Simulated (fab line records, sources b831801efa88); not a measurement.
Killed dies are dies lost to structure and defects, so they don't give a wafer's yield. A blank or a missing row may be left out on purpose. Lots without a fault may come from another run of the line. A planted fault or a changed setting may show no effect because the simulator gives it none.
fab line records | flow sky130
record lots=11 wafers=33 last_day=50
route steps=708 shown VT_ADJUST_PCH@153 POLY_GATE@234 LDD_P@265 LOCAL_INTERCONNECT@399
lots that met no fault: from a run of the same line without faults
start_h: hours from the record's first day to the start of the lot's first wafer shown | wait_h: hours since the lot's step before | " the same as in the row above | L1.1+2: a row that stands for several wafers | - no value, or no start given | * or withheld: withheld | < > ~ a bound
route shown NAME@n: a module of which the file shows steps, and the number in the route of the first | usual: mean/standard deviation of fault-free wafers | same: alike in all rows | chamber/n: place in a boat | sites: the reading at each site | _std_site: their standard deviation | _edge_site: outer sites' mean less inner sites' | radius_mm: how far each site lies from the wafer's centre | mask NAME#n: copy n | behind: the tool/chamber that last shaped the wafer | hold: why the lot was held/for how many hours/how that ended | device: the transistor (n, p or np) that didn't switch | end of line: the same wafers' tests at the end of the route | a step without rows: its recipe alone | killed: dies lost to structure and defects at the first sort, not the wafer's yield | map: a wafer's dies, x killed, . not, _ none there
set.NAME: the setting as run; set.NAME@STEP: as run at that earlier step | model.NAME: the simulator's own value behind a step, which no gauge read
steps of the route over a sample of lots; a table a step, a row a wafer
services: from which hour (start_h, from the record's first day; less than 0 if before it) a tool's chamber was out of use, for how many hours, and why
## steps
# step SKY_VT_ADJUST_PCH_TW_MEAS_10
# usual VT_ADJUST_PCH_TW=142.2/2.1
# columns lot.wafer tool chamber start_h wait_h VT_ADJUST_PCH_TW
L726.1 film_metro-02 - 243.87 0.1 140.4
L726.3 " - " " 140.6
L726.6 " - " " 140.8
L728.3 film_metro-02 - 261.23 0.1 140.8
L728.4 " - " " 140.8
L728.6 " - " " 140.2
L730.2 film_metro-02 - 275.07 0.1 139.5
L730.3 " - " " 139.5
L730.4 " - " " 139.8
L731.4 film_metro-04 - 276.15 0.1 143.5
L731.5 " - " " 144.4
L731.6 " - " " 144.2
L732.1 film_metro-02 - 285.86 0.1 140.3
L732.2 " - " " 139.9
L732.4 " - " " 139.7
L734.3 film_metro-02 - 310.43 0.1 139.7
L734.4 " - " " 138.4
L734.5 " - " " 139.4
L736.4 film_metro-04 - 324.49 0.1 145.0
L736.5 " - " " 145.5
L736.6 " - " " 144.0
L741.2 film_metro-02 - 357.72 0.1 141.3
L741.3 " - " " 141.2
L741.4 " - " " 140.4
L742.3 film_metro-04 - 367.49 0.1 144.7
L742.4 " - " " 145.2
L742.6 " - " " 145.1
L744.1 film_metro-02 - 375.51 0.1 139.9
L744.2 " - " " 140.0
L744.4 " - " " 140.1
L747.1 film_metro-02 - 400.26 0.1 141.6
L747.3 " - " " 141.4
L747.6 " - " " 140.9
# step SKY_POLY_GATE_OXIDATION_20
# recipe temp_c=850 ambient=O2 stabilise_s=600 purge_s=300 target_thk_a=40 ox_time_s=899
# usual spike_tc_bottom_C=870.2/2.3 spike_tc_centre_C=851.1/1.2 spike_tc_lower_C=852.2/1.2 spike_tc_top_C=862.0/1.3 spike_tc_upper_C=850.2/1.1 tube_center_temp_C=850/0.082 tube_center_temp_C_max=852.2/0.38 zone_power_upper_pct=15.82/0.2
# columns lot.wafer tool chamber start_h wait_h spike_tc_bottom_C spike_tc_centre_C spike_tc_lower_C spike_tc_top_C spike_tc_upper_C tube_center_temp_C tube_center_temp_C_max zone_power_upper_pct
L726.1 furnace-01 0 393.81 1.7 875.0 851.6 852.8 862.0 849.0 850.23 852.4 16.25
L726.3 " 0 " " 872.3 853.0 850.7 863.9 849.8 849.95 852.4 16.31
L726.6 " 0 " " 871.7 852.5 850.4 862.5 847.2 850.08 852.4 16.10
L728.3 furnace-02 0 409.18 0.7 868.2 849.0 852.5 862.9 848.8 850 852.0 15.63
L728.4 " 0 " " 869.3 850.6 853.0 863.3 850.9 850.03 851.9 15.83
L728.6 " 0 " " 869.0 850.6 851.1 860.5 849.0 849.93 852.3 15.69
L730.2 furnace-01 0 428.28 2.2 872.5 853.3 852.1 861.2 850.8 850 852.7 16.11
L730.3 " 0 " " 872.8 850.4 852.8 862.2 850.1 849.97 852.1 15.85
L730.4 " 0 " " 871.5 851.8 853.1 863.2 849.2 850.04 851.9 15.92
L731.4 furnace-02 0 429.84 1.5 867.9 848.5 854.5 858.7 851.1 850.02 851.8 15.85
L731.5 " 0 " " 868.3 851.2 852.8 861.0 849.9 850.07 852.0 15.60
L731.6 " 0 " " 868.0 852.4 853.9 860.7 852.1 849.99 852.0 15.79
L732.1 furnace-02 0 445.94 4.9 867.7 849.5 853.0 860.0 849.0 849.9 851.9 15.82
L732.2 " 0 " " 869.2 851.0 855.3 862.0 849.3 849.94 852.0 15.95
L732.4 " 0 " " 870.8 851.6 851.7 860.4 849.9 849.97 851.7 15.67
L734.3 furnace-02 0 471.19 1.1 868.2 850.8 852.7 862.1 849.9 850.08 851.9 15.78
L734.4 " 0 " " 867.2 848.9 853.5 862.4 851.9 849.95 851.9 15.51
L734.5 " 0 " " 867.3 848.7 852.8 863.0 852.1 849.94 852.4 15.48
L736.4 furnace-01 0 483.53 0.0 872.4 852.9 850.4 862.3 847.9 850.07 851.8 15.92
L736.5 " 0 " " 873.6 851.8 851.6 861.9 849.0 849.98 851.6 16.35
L736.6 " 0 " " 874.1 853.3 850.8 861.5 849.7 849.91 852.1 15.90
L741.2 furnace-02 0 522.87 0.0 881.6 864.3 866.2 870.9 861.3 861.57 864.1 16.39
L741.3 " 0 " " 879.1 862.1 865.4 873.2 862.2 861.58 864.0 16.31
L741.4 " 0 " " 879.5 859.9 865.3 871.6 861.2 861.56 864.0 16.24
L742.3 furnace-02 0 531.26 0.1 879.1 862.9 862.7 871.1 863.7 861.47 863.4 16.28
L742.4 " 0 " " 879.2 862.9 865.2 872.3 860.7 861.62 863.9 16.33
L742.6 " 0 " " 880.2 862.6 864.7 873.0 863.9 861.53 863.5 16.56
L744.1 furnace-01 0 546.88 0.0 870.8 851.7 851.4 861.6 851.8 850.06 852.2 16.01
L744.2 " 0 " " 871.6 852.2 852.6 862.8 851.4 850.14 852.4 15.68
L744.4 " 0 " " 871.4 850.8 852.5 861.9 850.1 849.99 852.3 15.90
L747.1 furnace-01 0 566.57 0.0 872.5 852.5 852.2 862.8 847.8 849.94 851.9 15.87
L747.3 " 0 " " 871.5 851.4 852.9 864.0 850.4 849.98 852.1 16.08
L747.6 " 0 " " 873.5 852.2 850.9 861.6 849.9 849.93 852.5 16.40
# step SKY_POLY_GATE_THK_MEAS_21
# recipe reads=SiO2_of_POLY_GATE_OXIDATION_20
# usual POLY_GATE_OXIDATION_THK=4.03/0.1
# columns lot.wafer tool chamber start_h wait_h hold POLY_GATE_OXIDATION_THK[nm]
L726.1 film_metro-04 - 395.06 0.0 - 4.15
L726.3 " - " " - 4.14
L726.6 " - " " - 4.12
L728.3 film_metro-01 - 410.45 0.0 - 3.83
L728.4 " - " " - 3.84
L728.6 " - " " - 3.86
L730.2 film_metro-02 - 429.54 0.0 - 3.93
L730.3 " - " " - 3.94
L730.4 " - " " - 3.97
L731.4 film_metro-02 - 431.12 0.0 - 3.89
L731.5 " - " " - 3.87
L731.6 " - " " - 3.91
L732.1 film_metro-01 - 447.19 0.0 - 3.98
L732.2 " - " " - 4.00
L732.4 " - " " - 3.99
L734.3 film_metro-04 - 472.46 0.0 - 4.00
L734.4 " - " " - 3.99
L734.5 " - " " - 4.00
L736.4 film_metro-02 - 484.81 0.0 - 3.96
L736.5 " - " " - 3.99
L736.6 " - " " - 4.02
L741.2 film_metro-04 - 524.13 0.0 await_dispo/0.2h/release 4.73
L741.3 " - " " await_dispo/0.2h/release 4.70
L741.4 " - " " await_dispo/0.2h/release 4.69
L741.2 film_metro-04 - 524.36 0.2 - 4.72
L741.3 " - " " - 4.69
L741.4 " - " " - 4.75
L742.3 film_metro-02 - 532.53 0.0 await_dispo/0.2h/release 4.78
L742.4 " - " " await_dispo/0.2h/release 4.77
L742.6 " - " " await_dispo/0.2h/release 4.69
L742.3 film_metro-02 - 532.80 0.3 - 4.82
L742.4 " - " " - 4.75
L742.6 " - " " - 4.72
L744.1 film_metro-01 - 548.13 0.0 - 4.11
L744.2 " - " " - 4.12
L744.4 " - " " - 4.09
L747.1 film_metro-01 - 567.82 0.0 - 4.02
L747.3 " - " " - 3.96
L747.6 " - " " - 3.97
# step SKY_LDD_P_STRIP_10
# recipe chemistry=O2/N2 power_w=1400 pressure_mtorr=1500 platen_temp_c=withheld o2_flow_sccm=3000 n2_flow_sccm=300 overash_fraction=0.5
# usual drypump_motor_current_A=5.5/0.39 oes_product_au=0.716/0.0043 strip_time_to_endpoint_s=14.33/0.039
# columns lot.wafer tool chamber start_h wait_h drypump_motor_current_A oes_product_au rf_hours_counter_h strip_time_to_endpoint_s
L726.1 plasma_asher-04 1 456.43 0.1 5.0 0.722 75 14.34
L726.3 " 1 " " 5.0 0.716 - 14.32
L726.6 " 0 " " 6.0 0.713 - 14.36
L728.3 plasma_asher-04 1 471.71 0.1 5.0 0.716 - 14.35
L728.4 " 0 " " 6.0 0.721 - 14.32
L728.6 " 0 " " 5.9 0.713 - 14.33
L730.2 plasma_asher-03 1 490.93 0.1 5.9 0.722 69 14.39
L730.3 " 1 " " 5.9 0.716 - 14.40
L730.4 " 0 " " 5.0 0.716 - 14.38
L731.4 plasma_asher-04 0 493.41 0.1 6.0 0.718 - 14.31
L731.5 " 0 " " 6.0 0.714 - 14.32
L731.6 " 1 " " 5.1 0.720 - 14.35
L732.1 plasma_asher-03 0 509.86 0.1 5.0 0.714 71 14.36
L732.2 " 1 " " 5.9 0.709 71 14.32
L732.4 " 1 " " 5.9 0.718 - 14.32
L734.3 plasma_asher-03 0 535.16 0.1 5.0 0.720 - 14.40
L734.4 " 1 " " 5.9 0.718 - 14.43
L734.5 " 1 " " 5.9 0.718 - 14.38
L736.4 plasma_asher-01 1 546.46 0.1 5.6 0.718 - 14.32
L736.5 " 1 " " 5.6 0.717 - 14.31
L736.6 " 0 " " 5.8 0.716 - 14.30
L741.2 plasma_asher-01 0 585.43 0.1 5.7 0.715 15 14.36
L741.3 " 0 " " 5.7 0.723 - 14.33
L741.4 " 1 " " 5.7 0.724 - 14.35
L742.3 plasma_asher-03 1 595.41 0.1 5.9 0.712 - 14.28
L742.4 " 0 " " 5.0 0.714 - 14.32
L742.6 " 0 " " 5.0 0.718 - 14.34
L744.1 plasma_asher-03 1 606.82 0.1 5.9 0.716 81 14.37
L744.2 " 0 " " 5.1 0.717 81 14.37
L744.4 " 1 " " 5.9 0.713 - 14.29
L747.1 plasma_asher-01 0 628.77 0.1 5.7 0.716 20 14.29
L747.3 " 1 " " 5.6 0.714 - 14.30
L747.6 " 1 " " 5.6 0.711 - 14.33
# step SKY_LOCAL_INTERCONNECT_OVL_MEAS_12
# usual LOCAL_INTERCONNECT_OVL=1/5
# columns lot.wafer tool chamber start_h wait_h LOCAL_INTERCONNECT_OVL[nm]
L726.1 overlay-02 - 724.16 0.1 3
L726.3 " - " " 3
L726.6 " - " " -4
L728.3 overlay-01 - 739.05 0.1 4
L728.4 " - " " 6
L728.6 " - " " 0
L730.2 overlay-02 - 757.10 0.1 -4
L730.3 " - " " -3
L730.4 " - " " -3
L732.1 overlay-01 - 773.01 0.1 6
L732.2 " - " " 4
L732.4 " - " " 0
L731.4 overlay-01 - 773.97 0.1 8
L731.5 " - " " 3
L731.6 " - " " 2
L734.3 overlay-02 - 795.55 0.1 11
L734.4 " - " " 11
L734.5 " - " " 2
L736.4 overlay-02 - 806.11 0.1 3
L736.5 " - " " 8
L736.6 " - " " 5
L741.2 overlay-02 - 840.96 0.1 -1
L741.3 " - " " -1
L741.4 " - " " -5
L742.3 overlay-02 - 849.60 0.1 8
L742.4 " - " " 11
L742.6 " - " " 2
L744.1 overlay-01 - 858.79 0.1 1
L744.2 " - " " 5
L744.4 " - " " -1
L747.1 overlay-02 - 880.39 0.1 7
L747.3 " - " " 3
L747.6 " - " " 10
## services
# columns tool chamber start_h hours kind
furnace-02 - 419.41 3.8 pm
plasma_asher-01 - 421.25 9.0 pm
plasma_asher-01 0 421.25 9.0 vent_cycle
plasma_asher-01 1 421.25 9.0 vent_cycle
plasma_asher-01 0 430.25 - clean
plasma_asher-01 1 430.25 - clean
plasma_asher-01 - 450.28 7.5 repair
plasma_asher-04 - 498.36 2.9 repair
furnace-01 - 504.21 4.2 pm
furnace-01 - 517.65 3.1 pm
plasma_asher-03 - 529.49 5.5 repair
plasma_asher-03 - 565.76 0.9 repair
furnace-01 - 578.61 10.9 repair
furnace-02 - 589.48 3.7 pm
plasma_asher-04 - 590.36 14.9 pm
plasma_asher-04 - 627.14 42.1 repair
## key
first_sign step=SKY_POLY_GATE_OXIDATION_20 reading=tube_center_temp_C direction=up sigmas=99+ usual=* struck=*
effect step=SKY_POLY_GATE_OXIDATION_20 reading=tube_center_temp_C_max direction=up sigmas=30 usual=* struck=*
effect step=SKY_POLY_GATE_THK_MEAS_21 reading=visit direction=added
effect step=SKY_POLY_GATE_THK_MEAS_21 reading=POLY_GATE_OXIDATION_THK direction=up sigmas=6.9 usual=4.03 struck=4.73
met_at SKY_POLY_GATE_OXIDATION_20
struck_lots L741,L742
tester_left_out L741,L742
not_acting_at SKY_VT_ADJUST_PCH_TW_MEAS_10,SKY_LDD_P_STRIP_10,SKY_LOCAL_INTERCONNECT_OVL_MEAS_12
onset_between 471.19 522.87
fault kind=process_parameter_drift tool=furnace-02 chamber=- onset_h=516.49 steps=SKY_POLY_GATE_OXIDATION_20 channel=temp_c offset=* shape=step end_h=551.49 acts_in=* stated=*
# tester_left_out: of these lots the tester's yield and bins aren't shown, on N5 and GAA mostly nor the transistor test; their killed dies are dies lost to structure and defects alone, not to doping, threshold or leakage, so they don't give the yield
